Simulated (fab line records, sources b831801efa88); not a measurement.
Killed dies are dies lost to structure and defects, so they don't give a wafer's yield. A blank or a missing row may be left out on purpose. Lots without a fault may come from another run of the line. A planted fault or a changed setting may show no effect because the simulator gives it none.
Which tool did it? | flow gf180mcu | 13 lots, 39 wafers sampled, at 5 steps of a route of 602

WHAT THE GAUGES READ, wafer by wafer
GF_MIM_RS_MEAS_10: measures by four-point-probe. Usual: MIM_ALCU_RS 0.1592 ohm/sq, standard deviation 0.0018.
lot  | measured     | on            | MIM_ALCU_RS (ohm/sq) | flag
L208 | day 24 07:23 | film_metro-04 | 0.1604 0.1599 0.1610 |
L209 | day 24 17:57 | film_metro-04 | 0.1592 0.1603 0.1611 |
L210 | day 25 04:42 | film_metro-03 | 0.1597 0.1584 0.1575 |
L211 | day 25 07:56 | film_metro-03 | 0.1575 0.1606 0.1589 |
L217 | day 27 14:08 | film_metro-03 | 0.1588 0.1598 0.1594 |
L219 | day 28 01:25 | film_metro-04 | 0.1605 0.1584 0.1595 |
L223 | day 29 11:56 | film_metro-03 | 0.1594 0.1622 0.1573 |
L225 | day 30 01:17 | film_metro-04 | 0.1592 0.1609 0.1603 |
L226 | day 30 02:07 | film_metro-03 | 0.1615 0.1616 0.1608 |
L227 | day 30 19:19 | film_metro-03 | 0.1602 0.1587 0.1599 |
L230 | day 31 01:46 | film_metro-04 | 0.1561 0.1570 0.1552 |
L229 | day 31 03:18 | film_metro-03 | 0.1621 0.1615 0.1604 |
L231 | day 31 12:13 | film_metro-03 | 0.1582 0.1581 0.1570 |

GF_MIM_THK_MEAS_11: measures by xrf. Usual: MIM_ALCU_THK 203.2 nm, standard deviation 2.5.
lot  | measured     | on            | MIM_ALCU_THK (nm) | flag
L208 | day 24 07:30 | film_metro-04 | 203.2 202.6 202.2 |
L209 | day 24 18:03 | film_metro-04 | 203.7 203.4 201.0 |
L210 | day 25 04:49 | film_metro-03 | 204.0 204.1 206.1 |
L211 | day 25 08:03 | film_metro-03 | 205.1 202.7 204.1 |
L217 | day 27 14:15 | film_metro-03 | 203.8 201.2 202.0 |
L219 | day 28 01:32 | film_metro-04 | 202.6 205.1 203.1 |
L223 | day 29 12:03 | film_metro-03 | 203.5 200.7 206.0 |
L225 | day 30 01:23 | film_metro-04 | 202.0 203.0 202.4 |
L226 | day 30 02:14 | film_metro-03 | 201.3 201.7 201.7 |
L227 | day 30 19:26 | film_metro-03 | 203.9 205.0 204.1 |
L230 | day 31 01:53 | film_metro-04 | 208.5 205.9 208.1 |
L229 | day 31 03:23 | film_metro-03 | 199.1 200.2 201.0 |
L231 | day 31 12:20 | film_metro-03 | 204.3 204.6 204.5 |

GF_V5_THK_MEAS_01. Usual: V5_CVD_00_THK 300.0 nm, standard deviation 2.7.
lot  | measured     | on            | V5_CVD_00_THK (nm) | flag
L208 | day 26 02:36 | film_metro-01 | 294.8 296.5 299.2  |
L209 | day 26 13:45 | film_metro-02 | 298.8 297.9 298.5  |
L210 | day 26 23:40 | film_metro-03 | 300.7 299.3 301.1  |
L211 | day 27 02:18 | film_metro-02 | 300.4 299.5 297.3  |
L217 | day 29 06:08 | film_metro-03 | 252.5 253.6 253.5  | OFF
L219 | day 29 17:13 | film_metro-01 | 256.0 253.5 253.1  | OFF
L223 | day 31 01:47 | film_metro-02 | 301.8 300.0 303.0  |
L225 | day 31 14:32 | film_metro-02 | 294.6 296.1 298.2  |
L226 | day 31 14:58 | film_metro-03 | 295.3 300.3 299.1  |
L227 | day 32 07:13 | film_metro-01 | 301.5 303.5 299.4  |
L230 | day 32 12:07 | film_metro-02 | 299.0 300.4 298.4  |
L229 | day 32 14:42 | film_metro-02 | 301.2 303.5 302.2  |
L231 | day 32 22:22 | film_metro-01 | 300.8 303.1 300.7  |

GF_V5_OVL_MEAS_15. Usual: V5_OVL 0 nm, standard deviation 5.6.
lot  | measured     | on         | V5_OVL (nm) | flag
L208 | day 26 23:36 | overlay-01 | -4 -5 -2    |
L209 | day 27 10:23 | overlay-01 | -3 -1 -2    |
L210 | day 27 20:30 | overlay-01 | -7 -12 -2   |
L211 | day 27 23:14 | overlay-02 | 6 9 9       |
L217 | day 30 01:22 | overlay-02 | 3 6 1       |
L219 | day 30 11:42 | overlay-01 | 4 0 -3      |
L223 | day 31 19:26 | overlay-02 | -4 -3 -6    |
L225 | day 32 08:00 | overlay-02 | 4 -1 -8     |
L226 | day 32 08:47 | overlay-01 | 1 10 9      |
L227 | day 33 00:02 | overlay-02 | -1 5 -1     |
L230 | day 33 05:17 | overlay-02 | -10 -12 -10 |
L229 | day 33 07:15 | overlay-01 | 2 7 1       |
L231 | day 33 14:26 | overlay-02 | 1 -1 -6     |

WHICH TOOL RAN EACH LOT (tool, then ch and the chambers of the sampled wafers, then the start)
lot  | GF_V5_CVD_00
L208 | hdpcvd-02 ch 0,2, day 26 02:33
L209 | hdpcvd-02 ch 0,2, day 26 13:40
L210 | hdpcvd-02 ch 0,2, day 26 23:37
L211 | hdpcvd-02 ch 0,1,2, day 27 02:16
L217 | hdpcvd-02 ch 0,1,2, day 29 06:06
L219 | hdpcvd-02 ch 0,2, day 29 17:10
L223 | hdpcvd-01 ch 0,2, day 31 01:45
L225 | hdpcvd-01 ch 0,1,2, day 31 14:29
L226 | hdpcvd-01 ch 0,1,2, day 31 14:56
L227 | hdpcvd-01 ch 0,1,2, day 32 07:10
L230 | hdpcvd-01 ch 0,1,2, day 32 12:05
L229 | hdpcvd-02 ch 0,1,2, day 32 14:39
L231 | hdpcvd-02 ch 2, day 32 22:17
- GF_V5_CVD_00: deposits SiO2, target thk 300 nm, time 50 s.

WHAT THE TOOLS THEMSELVES READ (means of the sampled wafers that have a number; where no wafer has one, the mark that the record gives instead)
GF_V5_CVD_00. Usual: pressure_mtorr 5.999 mTorr, standard deviation 0.012; sih4_flow_sccm 60.02 sccm, standard deviation 0.15.
lot  | tool      | pressure_mtorr (mTorr) | sih4_flow_sccm (sccm) | flag
L208 | hdpcvd-02 | 5.990                  | 59.95                 |
L209 | hdpcvd-02 | 5.993                  | 59.88                 |
L210 | hdpcvd-02 | 5.992                  | 59.94                 |
L211 | hdpcvd-02 | 6.000                  | 60.17                 |
L217 | hdpcvd-02 | 5.996                  | 51.03                 | OFF
L219 | hdpcvd-02 | 5.995                  | 51.05                 | OFF
L223 | hdpcvd-01 | 6.012                  | 60.17                 |
L225 | hdpcvd-01 | 5.996                  | 60.15                 |
L226 | hdpcvd-01 | 5.990                  | 60.10                 |
L227 | hdpcvd-01 | 6.000                  | 60.00                 |
L230 | hdpcvd-01 | 6.008                  | 59.91                 |
L229 | hdpcvd-02 | 6.006                  | 59.86                 |
L231 | hdpcvd-02 | 5.990                  | 60.20                 |

THE ANSWER, worked out from the rows above alone
Rule: a lot is off if the mean of its wafers that have a number lies more than 3 standard deviations from the usual mean. A lot without any number at a reading at which 4 lots or more have one is off too. The other lots that the step has rows for count as sound. The gauges are gone through in route order, then the tools' own readings, and for those a lot's mean is taken as printed above. The first step at which some lot is off is used, and at that step the reading that is off furthest; a lot without a number counts as furthest.
Off: L217, L219, at GF_V5_THK_MEAS_01 (V5_CVD_00_THK).
A tool fits if, at a process step before that reading, it ran every lot that is off, and no sound lot after the first of them. The gauges at GF_V5_THK_MEAS_01 aren't tried: what is off there is off at GF_V5_CVD_00 too, on other tools, and a gauge's error can't cause that. None of those tried fits.

WHAT THE SIMULATOR HAD PUT IN
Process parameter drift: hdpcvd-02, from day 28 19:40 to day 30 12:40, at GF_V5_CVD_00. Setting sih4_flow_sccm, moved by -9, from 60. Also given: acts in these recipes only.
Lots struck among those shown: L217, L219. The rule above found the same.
